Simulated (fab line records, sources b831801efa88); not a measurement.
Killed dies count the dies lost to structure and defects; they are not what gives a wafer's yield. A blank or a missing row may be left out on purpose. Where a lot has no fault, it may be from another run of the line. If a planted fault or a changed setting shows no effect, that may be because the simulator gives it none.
Matching of chambers | flow gf180mcu | GF_V5_CMP_26 on cmp-02 has 4 sister chambers
The step polishes, stops on SiO2, t overpolish 15 s, target thk 0 nm. 8 wafers are shown with their chamber, then 12 later ones without.

WAFERS WITH THEIR CHAMBER
wafer  | chamber | motorCurrentA (A) | timeToEndpointS (s)
L083.2 | 2       | 11.0              | 86
L083.3 | 3       | 12.1              | 84
L083.4 | 0       | 12.0              | 82
L083.5 | 2       | 10.4              | 80
L083.6 | 1       | 9.6               | 86
L084.2 | 3       | 12.4              | 87
L084.4 | 0       | 11.5              | 86
L084.6 | 1       | 9.7               | 86

WAFERS WITHOUT THEIR CHAMBER
wafer  | motorCurrentA (A) | timeToEndpointS (s)
L085.2 | 11.7              | 80
L085.3 | 11.0              | 82
L085.5 | 11.0              | 82
L086.1 | 12.1              | 87
L086.5 | 10.8              | 83
L086.6 | 12.3              | 85
L089.2 | 10.8              | 82
L089.3 | 12.2              | 83
L089.4 | 11.4              | 82
L094.2 | 11.1              | 79
L094.3 | 9.8               | 78
L094.6 | 11.0              | 76

THE CHAMBER EACH PASSED THROUGH
wafer  | from the rows above          | in truth
L085.2 | can't be placed: 0 or 3      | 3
L085.3 | can't be placed: 2 or 0      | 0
L085.5 | can't be placed: 2 or 0      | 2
L086.1 | can't be placed: 3 or 0      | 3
L086.5 | 2                            | 2
L086.6 | can't be placed: 3 or 0      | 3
L089.2 | 2                            | 2
L089.3 | can't be placed: 3 or 0      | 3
L089.4 | can't be placed: 0 or 2 or 3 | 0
L094.2 | can't be placed: 2 or 0      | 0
L094.3 | can't be placed: 1 or 2      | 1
L094.6 | can't be placed: 2 or 0      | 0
2 of 12 placed correctly. These rows do not allow placing 10 (true chamber among the candidates in 10). Wrongly placed: 0.
How it was worked out, from the rows above alone: a wafer's distance from a chamber is the root of the sum, over the readings, of the square of ((its reading less the chamber's mean) divided by the reading's scatter). If the next closest chamber is less than 2 further off than the closest, the wafer can't be placed; otherwise it belongs to the closest. The mean given for a chamber averages the wafers shown for that chamber. How the scatter is found: for the shown wafers, subtract from each reading the mean of its chamber, square and add these, divide the total by (wafers less chambers), then take the root.
